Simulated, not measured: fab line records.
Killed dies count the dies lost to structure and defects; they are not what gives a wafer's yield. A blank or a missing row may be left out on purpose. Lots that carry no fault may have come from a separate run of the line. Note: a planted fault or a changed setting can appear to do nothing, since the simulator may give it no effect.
Which tool is to blame?    flow sky130    11 lots, 33 wafers sampled, at 4 steps of a route of 708

WHAT THE GAUGES SHOWED, per wafer
SKY_METAL4_CD_MEAS_13: target cd 300 nm. Usual: 299.9 nm for cd-nm, sd 1.5.
lot   measured      on         cd-nm (nm)         flag
L575  day 42 01:49  cd-sem-01  298.5 301.3 300.0  
L576  day 42 02:08  cd-sem-01  299.5 298.5 297.0  
L577  day 42 10:27  cd-sem-02  304.3 302.4 302.8  
L578  day 42 10:59  cd-sem-01  305.3 304.7 304.2  OFF
L588  day 45 09:49  cd-sem-01  298.8 299.8 300.5  
L590  day 45 23:19  cd-sem-01  298.3 297.2 297.9  
L591  day 46 04:45  cd-sem-01  300.9 299.4 300.3  
L592  day 46 12:45  cd-sem-01  300.9 300.3 300.8  
L596  day 47 07:35  cd-sem-01  299.7 299.1 300.2  
L597  day 47 15:43  cd-sem-02  300.4 298.2 299.9  
L598  day 47 17:57  cd-sem-02  299.0 300.5 300.2  

WHAT TOOL EACH LOT RAN ON (gives the tool, then ch and the chambers of the sampled wafers, and finally the start)
lot   SKY_METAL4_SPUTTER_04         SKY_CAP2M_SPUTTER_02          SKY_METAL4_COAT_08
L575  pvd-sputter-02, day 40 01:04  pvd-sputter-03, day 40 01:12  litho-track-01 ch 0, day 41 13:00
L576  pvd-sputter-01, day 40 01:23  pvd-sputter-04, day 40 01:31  litho-track-02 ch 0, day 41 13:00
L577  pvd-sputter-02, day 40 11:23  pvd-sputter-03, day 40 11:31  litho-track-02 ch 0, day 41 22:00
L578  pvd-sputter-01, day 40 11:43  pvd-sputter-04, day 40 11:51  litho-track-02 ch 0, day 41 23:00
L588  pvd-sputter-04, day 43 14:03  pvd-sputter-03, day 43 14:11  litho-track-04 ch 0, day 44 23:00
L590  pvd-sputter-02, day 44 03:01  pvd-sputter-03, day 44 03:08  litho-track-02 ch 0, day 45 12:00
L591  pvd-sputter-01, day 44 08:26  pvd-sputter-03, day 44 08:34  litho-track-02 ch 0, day 45 17:00
L592  pvd-sputter-04, day 44 17:30  pvd-sputter-03, day 44 17:38  litho-track-04 ch 0, day 46 02:00
L596  pvd-sputter-02, day 45 14:29  pvd-sputter-01, day 45 14:37  litho-track-01 ch 0, day 46 21:00
L597  pvd-sputter-02, day 45 22:38  pvd-sputter-04, day 45 22:46  litho-track-01 ch 0, day 47 05:00
L598  pvd-sputter-04, day 46 01:09  pvd-sputter-01, day 46 01:17  litho-track-04 ch 0, day 47 07:00
- SKY_METAL4_SPUTTER_04: material TiN, target thk 70 nm, time 58.3 s.
- SKY_CAP2M_SPUTTER_02: material TiN, target thk 200 nm, time 166.7 s.
- SKY_METAL4_COAT_08: resist thk 1140 nm.

WHAT THE TOOLS THEMSELVES READ (means of the sampled wafers that have a number; where no wafer has one, the mark that the record gives instead)
SKY_METAL4_SPUTTER_04. Usual: 30.0 % for throttle-valve-pct, sd 0.94.
lot   tool            throttle-valve-pct (%)  flag
L575  pvd-sputter-02  30.0                    
L576  pvd-sputter-01  30.8                    
L577  pvd-sputter-02  29.6                    
L578  pvd-sputter-01  30.5                    
L588  pvd-sputter-04  29.4                    
L590  pvd-sputter-02  29.7                    
L591  pvd-sputter-01  31.6                    
L592  pvd-sputter-04  29.8                    
L596  pvd-sputter-02  29.9                    
L597  pvd-sputter-02  29.3                    
L598  pvd-sputter-04  30.4                    

SKY_CAP2M_SPUTTER_02. Usual: susceptor-temp-C 300.01 C, standard deviation 0.18; throttle-valve-pct 30.1 %, standard deviation 0.92.
lot   tool            susceptor-temp-C (C)  throttle-valve-pct (%)  flag
L575  pvd-sputter-03  300.23                29.5                    
L576  pvd-sputter-04  299.97                30.9                    
L577  pvd-sputter-03  300.01                29.7                    
L578  pvd-sputter-04  299.91                29.8                    
L588  pvd-sputter-03  299.76                29.7                    
L590  pvd-sputter-03  299.98                30.1                    
L591  pvd-sputter-03  300.12                30.1                    
L592  pvd-sputter-03  300.07                29.8                    
L596  pvd-sputter-01  300.20                30.4                    
L597  pvd-sputter-04  299.88                30.3                    
L598  pvd-sputter-01  299.89                30.5                    

THE ANSWER, worked out from the rows above alone
Rule: a lot counts as off when the mean over its wafers that have a number is more than 3 standard deviations away from the usual mean. A lot without any number at a reading at which 4 lots or more have one is off too. The other lots that the step has rows for count as sound. The gauges are gone through in route order, then the tools' own readings, and for those a lot's mean is taken as printed above. At the first step where some lot is off, the reading lying furthest off is the one used; lots without a number count as furthest.
Off: L578, at SKY_METAL4_CD_MEAS_13 (cd-nm).
If a tool, at a process step before that reading, ran all the lots that are off and no sound lot after the first of them, it fits. The gauges at SKY_METAL4_CD_MEAS_13 are tried like those tools. No candidate that was tried fits.

WHAT THE SIMULATOR HAD PUT IN
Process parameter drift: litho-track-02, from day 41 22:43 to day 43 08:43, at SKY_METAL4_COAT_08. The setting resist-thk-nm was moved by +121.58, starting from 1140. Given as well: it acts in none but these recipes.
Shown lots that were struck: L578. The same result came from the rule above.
